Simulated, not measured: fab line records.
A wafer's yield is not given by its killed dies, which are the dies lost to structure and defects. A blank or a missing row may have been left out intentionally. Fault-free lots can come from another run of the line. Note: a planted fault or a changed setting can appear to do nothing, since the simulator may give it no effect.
Which tool was responsible?	flow sfq line	39 wafers from 13 lots sampled at 5 of the route's 325 steps

## WHAT EACH GAUGE READ, for each wafer
SFQ_M8_BOW_MEAS_951. Usual: M8_BOW typically reads 8 um, with standard deviation 12.
lot	measured	on	M8_BOW (um)	flag
L542	day 86 14:06	film metro-04	19 15 15	
L543	day 86 15:17	film metro-03	-1 11 7	
L544	day 88 03:51	film metro-02	25 17 2	
L546	day 89 08:56	film metro-04	17 10 20	
L548	day 89 19:40	film metro-02	11 5 -6	
L549	day 89 22:04	film metro-04	0 13 2	
L550	day 90 00:28	film metro-04	-7 5 8	
L552	day 90 07:49	film metro-03	18 19 17	
L558	day 91 10:14	film metro-02	7 8 -2	
L560	day 92 21:08	film metro-04	5 7 -2	
L561	day 93 00:47	film metro-03	11 17 17	
L563	day 93 06:13	film metro-04	-1 8 5	
L564	day 93 12:13	film metro-02	-8 -3 1	

## WHICH TOOL RAN EACH LOT (tool, then ch and the chambers of the sampled wafers, then the start)
lot	SFQ_TRILAYER_I3_METRO_MEASURE_083	SFQ_TRILAYER_R5_LITHO_COAT_141	SFQ_TRILAYER_R5_BARC_OPEN_METAL_ETCH_177	SFQ_TRILAYER_C5_STRIP_STRIP_155
L542	film metro-01, day 35 03:19	litho track-01 ch 0, day 57 07:28	rie metal-02 ch 0,1, day 62 13:51	rie metal-01 ch 0, day 67 20:07
L543	film metro-01, day 35 18:08	litho track-03 ch 0, day 57 07:50	rie metal-04 ch 0,1, day 62 15:03	rie metal-03 ch 0,1, day 67 22:31
L544	film metro-04, day 40 22:02	litho track-03 ch 0, day 57 17:29	rie metal-03 ch 0,1, day 63 00:39	rie metal-03 ch 0,1, day 68 02:20
L546	film metro-04, day 41 16:26	litho track-01 ch 0, day 60 05:35	rie metal-03 ch 0,1, day 65 09:54	rie metal-04 ch 0,1, day 74 14:29
L548	film metro-02, day 42 01:32	litho track-01 ch 0, day 60 10:01	rie metal-02 ch 0,1, day 65 18:32	rie metal-03 ch 0,1, day 74 20:17
L549	film metro-04, day 42 03:50	litho track-03 ch 0, day 60 15:58	rie metal-02 ch 0,1, day 65 23:20	rie metal-01 ch 0,1, day 75 02:17
L550	film metro-01, day 43 22:36	litho track-03 ch 0, day 61 22:40	rie metal-04 ch 0,1, day 66 12:50	rie metal-04 ch 0,1, day 75 08:17
L552	film metro-02, day 49 18:35	litho track-01 ch 0, day 62 02:18	rie metal-02 ch 0,1, day 66 15:14	rie metal-03 ch 0,1, day 75 11:53
L558	film metro-02, day 50 15:05	litho track-03 ch 0, day 67 04:43	rie metal-02 ch 0,1, day 67 21:28	rie metal-03 ch 1, day 76 08:41
L560	film metro-01, day 50 22:52	litho track-02 ch 0, day 67 11:52	rie metal-02 ch 0,1, day 71 14:59	rie metal-04 ch 0,1, day 78 11:59
L561	film metro-04, day 51 02:16	litho track-02 ch 0, day 67 14:58	rie metal-02 ch 0,1, day 71 17:25	rie metal-03 ch 0,1, day 78 13:23
L563	film metro-02, day 51 10:40	litho track-01 ch 0, day 67 20:49	rie metal-02 ch 0,1, day 71 20:59	rie metal-03 ch 0,1, day 78 15:35
L564	film metro-04, day 51 11:41	litho track-01 ch 0, day 67 23:37	rie metal-02 ch 0,1, day 71 22:11	rie metal-01 ch 0,1, day 78 16:47
- SFQ_TRILAYER_I3_METRO_MEASURE_083
- SFQ_TRILAYER_R5_LITHO_COAT_141: resist thk 62 nm.
- SFQ_TRILAYER_R5_BARC_OPEN_METAL_ETCH_177: etches BARC in O2, target depth 125 nm, time 41.7 s.
- SFQ_TRILAYER_C5_STRIP_STRIP_155: strips in O2.

## WHAT THE TOOLS THEMSELVES READ (means of the sampled wafers that have a number; where no wafer has one, the mark that the record gives instead)
SFQ_TRILAYER_I3_METRO_MEASURE_083. Usual: 200.3 nm for thk nm, sd 0.86.
lot	tool	thk nm (nm)	flag
L542	film metro-01	199.5	
L543	film metro-01	201.0	
L544	film metro-04	199.4	
L546	film metro-04	200.9	
L548	film metro-02	200.1	
L549	film metro-04	199.7	
L550	film metro-01	200.4	
L552	film metro-02	199.9	
L558	film metro-02	201.2	
L560	film metro-01	199.9	
L561	film metro-04	199.8	
L563	film metro-02	201.1	
L564	film metro-04	200.7	

SFQ_TRILAYER_R5_LITHO_COAT_141. Usual: exhaust pa 45.1 Pa, standard deviation 0.89; spin speed rpm 2999.8 rpm, standard deviation 2.3.
lot	tool	exhaust pa (Pa)	spin speed rpm (rpm)	flag
L542	litho track-01	44.1	3002.9	
L543	litho track-03	44.0	3000.7	
L544	litho track-03	45.2	3000.7	
L546	litho track-01	44.6	3000.1	
L548	litho track-01	46.2	3000.2	
L549	litho track-03	45.9	2997.7	
L550	litho track-03	44.1	3001.3	
L552	litho track-01	45.5	2998.1	
L558	litho track-03	43.9	2999.4	
L560	litho track-02	45.3	2999.3	
L561	litho track-02	45.7	2999.6	
L563	litho track-01	45.8	2999.4	
L564	litho track-01	45.0	3002.2	

SFQ_TRILAYER_R5_BARC_OPEN_METAL_ETCH_177. Usual: chamber pressure mTorr 10.000 mTorr, standard deviation 0.0091; drypump motor current A 6.2 A, standard deviation 0.46; oes product au 0.685 a.u., standard deviation 0.0049.
lot	tool	chamber pressure mTorr (mTorr)	drypump motor current A (A)	oes product au (a.u.)	flag
L542	rie metal-02	10.002	6.7	0.686	
L543	rie metal-04	10.007	5.9	0.684	
L544	rie metal-03	9.993	6.0	0.686	
L546	rie metal-03	9.998	6.0	0.684	
L548	rie metal-02	10.004	6.5	0.687	
L549	rie metal-02	10.000	6.5	0.686	
L550	rie metal-04	10.004	5.9	0.685	
L552	rie metal-02	9.994	6.7	0.689	
L558	rie metal-02	10.005	6.5	0.709	OFF
L560	rie metal-02	10.001	6.5	0.684	
L561	rie metal-02	9.992	6.7	0.686	
L563	rie metal-02	10.002	6.7	0.687	
L564	rie metal-02	10.002	6.7	0.685	

SFQ_TRILAYER_C5_STRIP_STRIP_155. Usual: chamber pressure mTorr 50.00 mTorr, standard deviation 0.043; drypump motor current A 5.9 A, standard deviation 0.33; oes product au 0.998 a.u., standard deviation 0.0068.
lot	tool	chamber pressure mTorr (mTorr)	drypump motor current A (A)	oes product au (a.u.)	flag
L542	rie metal-01	50.03	5.7	0.996	
L543	rie metal-03	49.97	6.0	0.985	
L544	rie metal-03	49.99	6.0	0.993	
L546	rie metal-04	50.05	6.1	0.995	
L548	rie metal-03	49.99	5.7	0.991	
L549	rie metal-01	49.99	5.8	1.000	
L550	rie metal-04	50.00	5.9	1.004	
L552	rie metal-03	50.01	6.0	0.994	
L558	rie metal-03	49.99	6.3	1.002	
L560	rie metal-04	49.99	6.0	1.011	
L561	rie metal-03	50.00	5.7	0.994	
L563	rie metal-03	49.99	6.0	0.997	
L564	rie metal-01	49.97	5.8	0.993	

## THE ANSWER, worked out from the rows above alone
Rule: take the mean of a lot's wafers that have a number; if it is more than 3 standard deviations from the usual mean, the lot is off. Also off: a lot with no number at a reading for which 4 or more lots have one. All remaining lots with rows at the step are treated as sound. After the gauges, taken in route order, come the tools' own readings; for these a lot's mean is taken, as printed above. At the first step where some lot is off, the reading lying furthest off is the one used; lots without a number count as furthest.
Off: L558 (SFQ_TRILAYER_R5_BARC_OPEN_METAL_ETCH_177, oes product au).
A tool fits if, at that step or a process step before it, it ran every lot that is off, and no sound lot after the first of them. One fits: litho track-03 at SFQ_TRILAYER_R5_LITHO_COAT_141. A fault onset in the window from L550 (day 61 22:40, its last sound lot) to L558 (day 67 04:43, its first lot off) fits.

## WHAT THE SIMULATOR HAD INSERTED
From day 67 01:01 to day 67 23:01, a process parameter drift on litho track-03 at SFQ_TRILAYER_R5_LITHO_COAT_141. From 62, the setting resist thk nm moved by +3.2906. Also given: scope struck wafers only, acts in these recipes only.
Shown lots that were struck: L558. The rule given above showed the same thing.
